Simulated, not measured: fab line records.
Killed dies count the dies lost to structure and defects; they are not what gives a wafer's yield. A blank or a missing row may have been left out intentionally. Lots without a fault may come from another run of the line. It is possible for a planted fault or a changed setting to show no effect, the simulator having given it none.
The tool behind it: which one?	flow sky130	14 lots, 42 wafers sampled, at 5 steps of a route of 708

== WHAT THE GAUGES SHOWED, per wafer ==
The record holds no reading of a measuring or inspecting step that can be judged against a usual standard deviation.

== TOOL THAT RAN EACH LOT (tool first, then ch and the chambers of the sampled wafers, then the start) ==
lot	SKY_CONTACT_SPUTTER_23	SKY_METAL1_SPUTTER_00	SKY_METAL1_STRIP_20	SKY_VIA1_HDPCVD_00	SKY_PAD_OPEN_PROBE_99
L412	pvd_sputter-02, day 32 10:35	pvd_sputter-01, day 32 12:46	plasma_asher-02 ch 0,1, day 33 16:01	hdpcvd-02 ch 0,1, day 33 16:40	prober-01, day 46 19:47
L415	pvd_sputter-02, day 33 10:41	pvd_sputter-03, day 33 11:20	plasma_asher-04 ch 0,1, day 34 15:19	hdpcvd-02 ch 0,1,2, day 34 15:57	prober-01, day 47 12:58
L413	pvd_sputter-04, day 33 12:14	pvd_sputter-01, day 33 12:53	plasma_asher-03 ch 0,1, day 34 16:43	hdpcvd-01 ch 1,2, day 34 17:19	prober-02, day 47 15:13
L420	pvd_sputter-03, day 35 09:13	pvd_sputter-01, day 35 09:52	plasma_asher-04 ch 0,1, day 36 12:49	hdpcvd-02 ch 0,1,2, day 36 13:26	prober-01, day 49 00:05
L421	pvd_sputter-04, day 35 13:16	pvd_sputter-03, day 35 13:55	plasma_asher-04 ch 1, day 36 17:25	hdpcvd-01 ch 0,1,2, day 36 18:05	-
L422	pvd_sputter-04, day 35 17:10	pvd_sputter-03, day 35 17:49	plasma_asher-04 ch 0, day 36 21:24	hdpcvd-01 ch 0,2, day 36 22:04	-
L423	pvd_sputter-03, day 36 02:09	pvd_sputter-02, day 36 02:55	plasma_asher-02 ch 0,1, day 37 06:01	hdpcvd-01 ch 0,1,2, day 37 06:37	-
L426	pvd_sputter-04, day 36 21:58	pvd_sputter-03, day 36 22:37	plasma_asher-04 ch 0,1, day 38 01:46	hdpcvd-02 ch 0,1, day 38 02:19	prober-01, day 50 02:20
L427	pvd_sputter-02, day 37 11:58	pvd_sputter-01, day 37 12:37	plasma_asher-02 ch 0,1, day 38 14:58	hdpcvd-02 ch 0,1, day 38 15:37	prober-02, day 50 10:50
L428	pvd_sputter-02, day 37 13:43	pvd_sputter-01, day 37 14:22	plasma_asher-03 ch 0,1, day 38 17:10	hdpcvd-01 ch 0,2, day 38 17:44	prober-01, day 50 12:33
L429	pvd_sputter-04, day 37 15:37	pvd_sputter-02, day 37 16:16	plasma_asher-03 ch 0,1, day 38 19:13	hdpcvd-01 ch 0,2, day 38 19:50	prober-02, day 50 13:55
L431	pvd_sputter-04, day 38 01:26	pvd_sputter-02, day 38 02:05	plasma_asher-02 ch 0,1, day 39 04:16	hdpcvd-01 ch 0,2, day 39 04:52	prober-01, day 50 18:25
L432	pvd_sputter-03, day 38 17:56	pvd_sputter-02, day 38 18:35	plasma_asher-02 ch 0,1, day 39 20:46	hdpcvd-01 ch 0,2, day 39 21:22	prober-02, day 51 06:35
L434	pvd_sputter-03, day 39 02:51	pvd_sputter-02, day 39 03:30	plasma_asher-04 ch 0,1, day 40 05:37	hdpcvd-02 ch 1,2, day 40 06:13	prober-02, day 51 09:19
- SKY_CONTACT_SPUTTER_23: material TiN, target thk 20 nm, time 80 s.
- SKY_METAL1_SPUTTER_00: material Ti, target thk 15 nm, time 10 s.
- SKY_METAL1_STRIP_20: strips in O2/N2.
- SKY_VIA1_HDPCVD_00: deposits SiO2, target thk 1030 nm, time 171.7 s.
- SKY_PAD_OPEN_PROBE_99

== WHAT THE TOOLS THEMSELVES READ (means of the sampled wafers that have a number; where no wafer has one, the mark that the record gives instead) ==
SKY_CONTACT_SPUTTER_23. Usual: chamber_pressure_pa 4.999 Pa, standard deviation 0.011; throttle_valve_pct 29.9 %, standard deviation 0.88.
lot	tool	chamber_pressure_pa (Pa)	throttle_valve_pct (%)	flag
L412	pvd_sputter-02	4.998	30.6	
L415	pvd_sputter-02	5.001	29.9	
L413	pvd_sputter-04	4.999	30.1	
L420	pvd_sputter-03	5.017	29.8	
L421	pvd_sputter-04	4.996	30.4	
L422	pvd_sputter-04	4.998	30.4	
L423	pvd_sputter-03	4.991	29.2	
L426	pvd_sputter-04	4.991	30.4	
L427	pvd_sputter-02	5.009	30.8	
L428	pvd_sputter-02	4.999	30.2	
L429	pvd_sputter-04	5.001	29.9	
L431	pvd_sputter-04	4.996	29.8	
L432	pvd_sputter-03	4.992	29.4	
L434	pvd_sputter-03	4.995	29.5	

SKY_METAL1_SPUTTER_00. Usual: chamber_pressure_pa 0.3999 Pa, standard deviation 0.00086; throttle_valve_pct 30.1 %, standard deviation 1.
lot	tool	chamber_pressure_pa (Pa)	throttle_valve_pct (%)	flag
L412	pvd_sputter-01	0.4001	30.6	
L415	pvd_sputter-03	0.3991	29.3	
L413	pvd_sputter-01	0.4002	30.7	
L420	pvd_sputter-01	0.4001	31.1	
L421	pvd_sputter-03	0.3990	29.8	
L422	pvd_sputter-03	0.4009	29.1	
L423	pvd_sputter-02	0.3992	30.8	
L426	pvd_sputter-03	0.3992	29.0	
L427	pvd_sputter-01	0.4004	31.3	
L428	pvd_sputter-01	0.4001	31.2	
L429	pvd_sputter-02	0.3994	30.3	
L431	pvd_sputter-02	0.3998	29.8	
L432	pvd_sputter-02	0.3998	30.4	
L434	pvd_sputter-02	0.3995	30.4	

SKY_METAL1_STRIP_20. Usual: drypump_motor_current_A 5.8 A, standard deviation 0.48; oes_product_au 0.344 a.u., standard deviation 0.0055; strip_time_to_endpoint_s 2.73 s, standard deviation 0.049.
lot	tool	drypump_motor_current_A (A)	oes_product_au (a.u.)	strip_time_to_endpoint_s (s)	flag
L412	plasma_asher-02	5.2	0.345	2.72	
L415	plasma_asher-04	6.2	0.337	2.63	
L413	plasma_asher-03	6.1	0.344	2.80	
L420	plasma_asher-04	6.2	0.346	2.72	
L421	plasma_asher-04	6.0	0.343	2.74	
L422	plasma_asher-04	6.4	0.343	2.72	
L423	plasma_asher-02	5.2	0.345	2.69	
L426	plasma_asher-04	6.1	0.344	2.68	
L427	plasma_asher-02	5.2	0.345	2.77	
L428	plasma_asher-03	6.1	0.349	2.73	
L429	plasma_asher-03	6.1	0.338	2.74	
L431	plasma_asher-02	5.2	0.346	2.71	
L432	plasma_asher-02	5.2	0.345	2.77	
L434	plasma_asher-04	6.3	0.346	2.71	

SKY_VIA1_HDPCVD_00. Usual: pressure_mtorr 6.002 mTorr, standard deviation 0.011; run_length_s 199.6 s, standard deviation 0.37.
lot	tool	pressure_mtorr (mTorr)	run_length_s (s)	flag
L412	hdpcvd-02	6.007	199.8	
L415	hdpcvd-02	6.006	199.7	
L413	hdpcvd-01	5.989	199.6	
L420	hdpcvd-02	5.996	199.6	
L421	hdpcvd-01	-	-	OFF
L422	hdpcvd-01	-	-	OFF
L423	hdpcvd-01	-	-	OFF
L426	hdpcvd-02	5.994	200.0	
L427	hdpcvd-02	6.003	199.9	
L428	hdpcvd-01	5.996	199.5	
L429	hdpcvd-01	5.989	199.6	
L431	hdpcvd-01	6.007	199.4	
L432	hdpcvd-01	6.011	199.3	
L434	hdpcvd-02	6.007	199.1	

SKY_PAD_OPEN_PROBE_99. Usual: defect_limited_yield 82.5 %, standard deviation 1.9; killed_at_M0_to_M3 43, standard deviation 6.8; killed_at_M4_up 3.2, standard deviation 2; killed_at_contacts 24, standard deviation 5.3; killed_at_front_end 16, standard deviation 4.4; killed_at_other 0.3, standard deviation 0.54; killed_dies 86, standard deviation 9.4; killed_open 48, standard deviation 6.6; killed_short 38, standard deviation 6.5; sort_bin_3_pad_short 0.8 %, standard deviation 0.4; sort_bin_5_function 10.4 %, standard deviation 1.5; sort_bin_6_memory 6.3 %, standard deviation 1.2; sort_n_pass 406, standard deviation 9.4; sort_yield_pct 82.5 %, standard deviation 1.9.
lot	tool	defect_limited_yield (%)	killed_at_M0_to_M3	killed_at_M4_up	killed_at_contacts	killed_at_front_end	killed_at_other	killed_dies	killed_open	killed_short	sort_bin_3_pad_short (%)	sort_bin_5_function (%)	sort_bin_6_memory (%)	sort_n_pass	sort_yield_pct (%)	flag
L412	prober-01	82.1	46	3.3	22	16	0.3	88	47	41	0.7	10.8	6.4	404	82.1	
L415	prober-01	82.2	45	2.3	23	17	0.0	88	51	37	0.7	9.7	7.3	404	82.2	
L413	prober-02	80.7	51	4.7	24	15	0.3	95	47	48	1.1	11.5	6.7	397	80.7	
L420	prober-01	83.1	42	2.0	23	17	0.3	83	50	33	0.4	9.8	6.8	409	83.1	
L426	prober-01	79.6	50	5.3	27	19	0.0	101	56	44	0.9	11.6	7.9	391	79.6	
L427	prober-02	83.3	41	2.7	20	17	0.7	82	42	40	0.3	10.5	5.8	410	83.3	
L428	prober-01	82.9	41	3.3	22	17	0.3	84	45	39	1.0	8.7	7.4	408	82.9	
L429	prober-02	82.0	40	3.7	28	16	0.7	89	48	41	0.5	9.8	7.7	403	82.0	
L431	prober-01	82.0	42	3.3	27	16	0.3	89	49	40	0.8	10.9	6.3	403	82.0	
L432	prober-02	82.2	45	1.7	24	16	0.0	87	52	34	0.5	10.0	7.2	405	82.2	
L434	prober-02	82.4	42	2.3	28	15	0.3	87	51	35	0.8	10.6	6.2	405	82.4	

== THE ANSWER, worked out from the rows above alone ==
Rule: lot off if the mean of its wafers having a number is beyond 3 standard deviations from the usual mean. A lot without any number at a reading at which 4 lots or more have one is off too. All remaining lots with rows at the step are treated as sound. After the gauges, taken in route order, come the tools' own readings; for these a lot's mean is taken, as printed above. At the first step where some lot is off, the reading lying furthest off is the one used; lots without a number count as furthest.
Off at SKY_VIA1_HDPCVD_00 (pressure_mtorr): L421, L422, L423. Without a number there: L421, L422, L423.
A tool fits if, at that step or a process step before it, it ran every lot that is off, and no sound lot after the first of them. No candidate that was tried fits.

== WHAT THE SIMULATOR HAD PUT IN ==
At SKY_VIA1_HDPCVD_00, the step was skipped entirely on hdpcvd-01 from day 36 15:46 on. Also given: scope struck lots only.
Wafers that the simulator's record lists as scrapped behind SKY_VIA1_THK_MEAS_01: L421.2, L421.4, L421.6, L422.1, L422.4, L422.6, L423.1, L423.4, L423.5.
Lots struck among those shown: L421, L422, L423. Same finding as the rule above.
